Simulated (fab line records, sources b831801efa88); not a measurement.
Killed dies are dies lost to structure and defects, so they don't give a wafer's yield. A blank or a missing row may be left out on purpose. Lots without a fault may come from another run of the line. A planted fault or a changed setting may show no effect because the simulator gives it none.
Which tool did it? | flow gf180mcu | 13 lots, 39 wafers sampled, at 4 steps of a route of 602

WHAT THE GAUGES READ, wafer by wafer
GF_M4_THK_MEAS_06: measures by xrf. Usual: M4_ALCU_THK 453 nm, standard deviation 6.
lot  | measured     | on            | M4_ALCU_THK (nm) | flag
L462 | day 22 23:56 | film_metro-03 | 455 448 445      |
L463 | day 23 07:20 | film_metro-02 | 453 456 457      |
L464 | day 23 16:12 | film_metro-03 | 461 462 455      |
L465 | day 23 23:07 | film_metro-01 | 451 455 457      |
L466 | day 24 09:50 | film_metro-02 | 455 453 457      |
L470 | day 25 10:46 | film_metro-03 | 461 453 457      |
L471 | day 26 02:51 | film_metro-01 | 445 445 438      |
L477 | day 27 23:42 | film_metro-03 | 453 452 456      |
L480 | day 28 23:20 | film_metro-02 | 465 461 457      |
L481 | day 29 06:13 | film_metro-01 | 448 449 449      |
L482 | day 29 12:49 | film_metro-03 | 453 454 458      |
L483 | day 29 15:43 | film_metro-03 | 452 453 455      |
L484 | day 29 23:49 | film_metro-03 | 462 464 466      |

GF_V5_THK_MEAS_25: measures by xrf. Usual: V5_W_THK 346 nm, standard deviation 4.8.
lot  | measured     | on            | V5_W_THK (nm) | flag
L462 | day 27 17:35 | film_metro-04 | 354 347 354   |
L463 | day 27 23:25 | film_metro-03 | 348 351 352   |
L464 | day 28 07:23 | film_metro-04 | 343 347 339   |
L465 | day 28 12:46 | film_metro-03 | 346 341 343   |
L466 | day 29 00:29 | film_metro-01 | 338 347 346   |
L470 | day 29 21:46 | film_metro-04 | 334 336 339   |
L471 | day 30 12:11 | film_metro-03 | 353 347 354   |
L477 | day 32 02:32 | film_metro-04 | 353 344 353   |
L480 | day 32 22:33 | film_metro-01 | 332 340 337   |
L481 | day 33 04:38 | film_metro-03 | 342 351 344   |
L482 | day 33 10:10 | film_metro-04 | 350 353 357   |
L483 | day 33 12:09 | film_metro-01 | 344 345 344   |
L484 | day 33 18:08 | film_metro-03 | 343 342 346   |

WHICH TOOL RAN EACH LOT (tool, then ch and the chambers of the sampled wafers, then the start)
lot  | GF_V1_CVD_23                  | GF_V5_ETCH_16
L462 | cvd_w-02 ch 0,1, day 18 16:25 | rie_diel-02 ch 0,1,2, day 27 16:34
L463 | cvd_w-01 ch 0,1, day 18 23:46 | rie_diel-01 ch 0,3, day 27 22:23
L464 | cvd_w-02 ch 0,1, day 19 10:01 | rie_diel-01 ch 0,1,2, day 28 06:22
L465 | cvd_w-01 ch 0,1, day 19 16:49 | rie_diel-02 ch 0,2,3, day 28 11:35
L466 | cvd_w-01 ch 0,1, day 20 05:21 | rie_diel-02 ch 1,2,3, day 28 23:20
L470 | cvd_w-01 ch 0,1, day 21 09:31 | rie_diel-01 ch 1,2, day 29 20:43
L471 | cvd_w-01 ch 0,1, day 22 02:30 | rie_diel-02 ch 0,1,2, day 30 11:10
L477 | cvd_w-02 ch 0,1, day 24 03:14 | rie_diel-04 ch 0,1,2, day 32 01:30
L480 | cvd_w-02 ch 1, day 25 05:43   | rie_diel-01 ch 1,2,3, day 32 21:32
L481 | cvd_w-02 ch 1, day 25 13:40   | rie_diel-02 ch 0,3, day 33 03:38
L482 | cvd_w-02 ch 0,1, day 25 22:58 | rie_diel-04 ch 2,3, day 33 09:07
L483 | cvd_w-02 ch 0,1, day 26 00:22 | rie_diel-02 ch 1,2,3, day 33 11:08
L484 | cvd_w-02 ch 0,1, day 26 10:04 | rie_diel-04 ch 1,2,3, day 33 17:07
- GF_V1_CVD_23: deposits W, target thk 350 nm, time 105.05 s.
- GF_V5_ETCH_16: etches BARC in N2/H2.

WHAT THE TOOLS THEMSELVES READ (means of the sampled wafers that have a number; where no wafer has one, the mark that the record gives instead)
GF_V1_CVD_23. Usual: chamber_pressure_Torr 40.01 Torr, standard deviation 0.095; heater_power_w 822 W, standard deviation 100.
lot  | tool     | chamber_pressure_Torr (Torr) | heater_power_w (W) | flag
L462 | cvd_w-02 | 39.94                        | 919                |
L463 | cvd_w-01 | 39.85                        | 758                |
L464 | cvd_w-02 | 40.02                        | 836                |
L465 | cvd_w-01 | 40.04                        | 774                |
L466 | cvd_w-01 | 39.93                        | 782                |
L470 | cvd_w-01 | 40.14                        | 781                |
L471 | cvd_w-01 | 40.04                        | 772                |
L477 | cvd_w-02 | 40.07                        | 909                |
L480 | cvd_w-02 | 40.05                        | 758                |
L481 | cvd_w-02 | 40.05                        | 760                |
L482 | cvd_w-02 | 40.07                        | 839                |
L483 | cvd_w-02 | 40.00                        | 914                |
L484 | cvd_w-02 | 40.01                        | 925                |

GF_V5_ETCH_16. Usual: drypump_motor_current_A 5.9 A, standard deviation 0.41; oes_product_au 0.855 a.u., standard deviation 0.0049; throttle_valve_pct 13.224 %, standard deviation 0.0091.
lot  | tool        | drypump_motor_current_A (A) | oes_product_au (a.u.) | throttle_valve_pct (%) | flag
L462 | rie_diel-02 | 6.3                         | 0.862                 | 13.229                 |
L463 | rie_diel-01 | 5.8                         | 0.849                 | 13.224                 |
L464 | rie_diel-01 | 5.9                         | 0.854                 | 13.221                 |
L465 | rie_diel-02 | 6.5                         | 0.855                 | 13.225                 |
L466 | rie_diel-02 | 6.3                         | 0.854                 | 13.227                 |
L470 | rie_diel-01 | 6.0                         | 0.858                 | 13.217                 |
L471 | rie_diel-02 | 6.3                         | 0.854                 | 13.219                 |
L477 | rie_diel-04 | 5.5                         | 0.860                 | 13.239                 |
L480 | rie_diel-01 | 5.8                         | 0.857                 | 13.224                 |
L481 | rie_diel-02 | 6.4                         | 0.856                 | 13.236                 |
L482 | rie_diel-04 | 5.8                         | 0.855                 | 13.221                 |
L483 | rie_diel-02 | 6.3                         | 0.856                 | 13.231                 |
L484 | rie_diel-04 | 5.6                         | 0.857                 | 13.221                 |

THE ANSWER, worked out from the rows above alone
Rule: a lot is off if the mean of its wafers that have a number lies more than 3 standard deviations from the usual mean. A lot without any number at a reading at which 4 lots or more have one is off too. The other lots that the step has rows for count as sound. The gauges are gone through in route order, then the tools' own readings, and for those a lot's mean is taken as printed above. The first step at which some lot is off is used, and at that step the reading that is off furthest; a lot without a number counts as furthest.
No lot is off at any reading shown: from this, nothing can be told.

WHAT THE SIMULATOR HAD PUT IN
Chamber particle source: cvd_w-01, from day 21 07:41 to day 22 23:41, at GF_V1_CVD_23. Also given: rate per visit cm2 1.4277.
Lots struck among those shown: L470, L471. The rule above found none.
